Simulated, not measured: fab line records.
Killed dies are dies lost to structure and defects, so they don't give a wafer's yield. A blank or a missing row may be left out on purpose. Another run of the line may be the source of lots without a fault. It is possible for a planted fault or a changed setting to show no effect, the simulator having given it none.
Which tool is to blame? ; flow gf180mcu ; 6 lots, 18 wafers sampled, at 4 steps of a route of 602

## WHAT THE GAUGES READ, wafer by wafer
GF_VT_IMPLANT_OVL_MEAS_29.
lot;measured;on;VT_IMPLANT_02_OVL (nm)
L170;day 7 10:53;overlay-02;0.7 0.5 1.6
L172;day 7 23:09;overlay-02;-1.9 0.2 -2.8
L175;day 8 22:53;overlay-01;-0.3 -0.9 -1.2
L185;day 11 13:58;overlay-02;1.1 0.6 2.1
L188;day 12 09:13;overlay-01;-1.3 0.5 -0.6
L191;day 13 07:33;overlay-01;1.7 -0.5 1.3

## WHAT TOOL EACH LOT RAN ON (gives the tool, then ch and the chambers of the sampled wafers, and finally the start)
lot;GF_DNWELL_STRIP_08;GF_LVPWELL_STRIP_10;GF_VT_IMPLANT_EXPOSE_26
L170;plasma asher-02 ch 0,1, day 3 04:43;plasma asher-02 ch 0,1, day 4 07:34;iline stepper-02 ch 0, day 7 03:01
L172;plasma asher-01 ch 0,1, day 3 15:56;plasma asher-03 ch 0, day 4 19:55;iline stepper-01 ch 0, day 7 15:11
L175;plasma asher-01 ch 0,1, day 4 09:44;plasma asher-03 ch 0,1, day 5 14:57;iline stepper-01 ch 0, day 8 14:34
L185;plasma asher-01 ch 0,1, day 6 12:10;plasma asher-04 ch 0,1, day 7 20:12;iline stepper-01 ch 0, day 11 04:18
L188;plasma asher-01 ch 0,1, day 7 04:50;plasma asher-03 ch 0,1, day 8 13:07;iline stepper-01 ch 0, day 11 23:47
L191;plasma asher-04 ch 0,1, day 7 21:17;plasma asher-02 ch 0,1, day 9 07:22;iline stepper-02 ch 0, day 12 21:28
- GF_DNWELL_STRIP_08: strips in O2/N2.
- GF_LVPWELL_STRIP_10: strips in O2/N2.
- GF_VT_IMPLANT_EXPOSE_26: exposes mask LVPWELL HV AREA, target cd 860 nm.

## THE ANSWER, worked out from the rows above alone
Rule: the lots themselves supply what counts as usual. The widest of any qualifying gaps counts: lots, ordered by their means at a reading, are off when they make up no more than a third of the lots, leave a main group of 4 or more, and stand apart from it by 3 or more times the standard deviation of that group's means. Not used: any main group whose means are identical at the precision the tables above print for the reading. Also off: a lot with no number at a reading for which 4 or more lots have one. Where the step has rows for the other lots, those lots are counted as sound.
Nothing can be told from this: no lot is off at any reading shown.

## WHAT WAS PUT IN BY THE SIMULATOR
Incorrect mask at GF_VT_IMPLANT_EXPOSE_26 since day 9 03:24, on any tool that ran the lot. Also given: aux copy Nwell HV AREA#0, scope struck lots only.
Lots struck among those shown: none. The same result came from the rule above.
